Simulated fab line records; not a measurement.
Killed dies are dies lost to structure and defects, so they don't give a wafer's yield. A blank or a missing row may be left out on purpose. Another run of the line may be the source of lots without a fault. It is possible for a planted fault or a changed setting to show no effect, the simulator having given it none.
The tool behind it: which one?    flow sfqLine    13 lots, 39 wafers sampled, at 4 steps of a route of 325

== WHAT EACH GAUGE READ, for each wafer ==
SFQ_C5_OVL_MEAS_937. Usual: C5_OVL gives 1 nm (standard deviation 5.5).
lot   measured      on          C5_OVL (nm)  flag
L289  day 61 19:47  overlay-02  5 9 3        
L290  day 61 23:23  overlay-01  4 3 5        
L291  day 62 07:23  overlay-01  1 -1 0       
L292  day 62 08:35  overlay-01  -5 -6 -3     
L293  day 72 17:25  overlay-01  8 5 2        
L299  day 77 03:08  overlay-01  -6 -6 -3     
L302  day 77 12:59  overlay-02  3 3 6        
L304  day 77 17:47  overlay-01  -10 -8 -10   
L306  day 78 02:20  overlay-02  3 2 7        
L307  day 78 02:53  overlay-02  8 10 7       
L309  day 78 12:29  overlay-02  -3 -2 -4     
L311  day 78 17:17  overlay-02  0 0 -6       
L312  day 78 22:05  overlay-02  2 5 7        

SFQ_M6_RS_MEAS_938: a four-point-probe measurement. Usual: M6_NB_RS gives 0.888 ohm/sq (standard deviation 0.01).
lot   measured      on            M6_NB_RS (ohm/sq)  flag
L289  day 61 20:47  filmMetro-04  0.884 0.883 0.881  
L290  day 62 00:23  filmMetro-03  0.886 0.882 0.875  
L291  day 62 08:25  filmMetro-01  0.904 0.909 0.901  
L292  day 62 09:37  filmMetro-04  0.892 0.880 0.888  
L293  day 72 18:26  filmMetro-04  0.915 0.896 0.901  
L299  day 77 04:11  filmMetro-01  0.887 0.896 0.874  
L302  day 77 14:03  filmMetro-01  0.865 0.880 0.892  
L304  day 77 18:48  filmMetro-03  0.874 0.874 0.876  
L306  day 78 03:22  filmMetro-03  0.896 0.903 0.907  
L307  day 78 03:55  filmMetro-04  0.891 0.890 0.890  
L309  day 78 13:31  filmMetro-03  0.883 0.894 0.884  
L311  day 78 18:17  filmMetro-01  0.887 0.888 0.892  
L312  day 78 23:07  filmMetro-03  0.887 0.894 0.889  

== EACH LOT AND THE TOOL THAT RAN IT (in order: tool; ch and the chambers of the sampled wafers; start) ==
lot   SFQ_TRILAYER_I4_VIA_ETCH_VIA_ETCH_106  SFQ_TRILAYER_M5_ETCH_METAL_ETCH_126
L289  rieDiel-04 ch 1,2,3, day 55 01:54      rieMetal-03 ch 0,1, day 60 17:54
L290  rieDiel-01 ch 0,3, day 55 06:42        rieMetal-04 ch 0,1, day 60 22:22
L291  rieDiel-02 ch 0,1,3, day 55 09:06      rieMetal-04 ch 0,1, day 61 07:52
L292  rieDiel-01 ch 0,3, day 55 22:18        rieMetal-04 ch 0,1, day 61 13:52
L293  rieDiel-02 ch 1,2, day 56 23:26        rieMetal-03 ch 0,1, day 62 16:36
L299  rieDiel-04 ch 0,2, day 59 04:21        rieMetal-03 ch 0,1, day 68 14:46
L302  rieDiel-02 ch 1,3, day 59 12:45        rieMetal-03 ch 0,1, day 69 00:22
L304  rieDiel-04 ch 0,1, day 60 05:33        rieMetal-04 ch 0,1, day 69 10:35
L306  rieDiel-01 ch 1,2, day 60 11:33        rieMetal-03 ch 0,1, day 69 15:23
L307  rieDiel-04 ch 0,1,2, day 60 12:56      rieMetal-01 ch 0,1, day 69 17:47
L309  rieDiel-01 ch 0,1,2, day 61 18:49      rieMetal-03 ch 0,1, day 70 15:19
L311  rieDiel-01 ch 1,2, day 62 00:39        rieMetal-03 ch 0,1, day 70 20:07
L312  rieDiel-04 ch 0,2,3, day 62 06:16      rieMetal-03 ch 0,1, day 71 00:55
- SFQ_TRILAYER_I4_VIA_ETCH_VIA_ETCH_106: etches SiO2 in CHF3, stops on Nb, target depth 260 nm.
- SFQ_TRILAYER_M5_ETCH_METAL_ETCH_126: etches Nb in Cl2/BCl3, stops on SiO2, time 203.2 s, target depth 265 nm.

== WHAT THE TOOLS THEMSELVES READ (means of the sampled wafers that have a number; where no wafer has one, the mark that the record gives instead) ==
SFQ_TRILAYER_I4_VIA_ETCH_VIA_ETCH_106. Usual: biasW 80.03 W, standard deviation 0.25; drypumpMotorCurrentA 5.6 A, standard deviation 0.34; oesProductAu 0.856 a.u., standard deviation 0.0051.
lot   tool        biasW (W)  drypumpMotorCurrentA (A)  oesProductAu (a.u.)  flag
L289  rieDiel-04  79.92      5.7                       0.854                
L290  rieDiel-01  80.07      5.4                       0.857                
L291  rieDiel-02  79.90      5.4                       0.852                
L292  rieDiel-01  80.06      5.4                       0.855                
L293  rieDiel-02  80.08      5.3                       0.850                
L299  rieDiel-04  80.00      5.4                       0.854                
L302  rieDiel-02  78.65      5.2                       0.867                OFF
L304  rieDiel-04  80.04      5.8                       0.864                
L306  rieDiel-01  80.06      5.9                       0.858                
L307  rieDiel-04  80.01      5.6                       0.850                
L309  rieDiel-01  79.99      5.9                       0.860                
L311  rieDiel-01  79.98      6.0                       0.854                
L312  rieDiel-04  80.15      5.4                       0.862                

SFQ_TRILAYER_M5_ETCH_METAL_ETCH_126. Usual: biasW 80.03 W, standard deviation 0.23; drypumpMotorCurrentA 5.8 A, standard deviation 0.4; oesProductAu 0.728 a.u., standard deviation 0.0066.
lot   tool         biasW (W)  drypumpMotorCurrentA (A)  oesProductAu (a.u.)  flag
L289  rieMetal-03  80.02      5.9                       0.728                
L290  rieMetal-04  80.11      5.5                       0.736                
L291  rieMetal-04  80.05      5.3                       0.729                
L292  rieMetal-04  79.89      5.5                       0.732                
L293  rieMetal-03  80.30      6.0                       0.722                
L299  rieMetal-03  79.86      5.9                       0.731                
L302  rieMetal-03  79.89      6.0                       0.727                
L304  rieMetal-04  80.10      5.5                       0.723                
L306  rieMetal-03  80.01      5.9                       0.732                
L307  rieMetal-01  80.20      6.2                       0.724                
L309  rieMetal-03  80.10      6.0                       0.732                
L311  rieMetal-03  80.05      5.9                       0.727                
L312  rieMetal-03  79.95      6.0                       0.731                

== THE ANSWER, worked out from the rows above alone ==
Rule: a lot counts as off when the mean over its wafers that have a number is more than 3 standard deviations away from the usual mean. A lot without any number at a reading at which 4 lots or more have one is off too. The other lots that the step has rows for count as sound. After the gauges, taken in route order, come the tools' own readings; for these a lot's mean is taken, as printed above. The first step at which some lot is off is used, and at that step the reading that is off furthest; a lot without a number counts as furthest.
Off: L302 (SFQ_TRILAYER_I4_VIA_ETCH_VIA_ETCH_106, biasW).
A tool fits if, at that step or a process step before it, it ran every lot that is off, and no sound lot after the first of them. One candidate fits, namely rieDiel-02 at SFQ_TRILAYER_I4_VIA_ETCH_VIA_ETCH_106. A fault onset in the window from L293 (day 56 23:26, its last sound lot) to L302 (day 59 12:45, its first lot off) fits.
On the lots that are off, the tool's own readings at SFQ_TRILAYER_I4_VIA_ETCH_VIA_ETCH_106 differ by more than 5 times the standard deviation of the sound lots' means, which bears it out; biasW reads 78.65 W there versus 80.02 W on the sound lots.

== WHAT WAS PUT IN BY THE SIMULATOR ==
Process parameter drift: rieDiel-02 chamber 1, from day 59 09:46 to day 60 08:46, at SFQ_TRILAYER_I4_VIA_ETCH_VIA_ETCH_106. Setting biasW shifted by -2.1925 from 80. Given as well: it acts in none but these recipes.
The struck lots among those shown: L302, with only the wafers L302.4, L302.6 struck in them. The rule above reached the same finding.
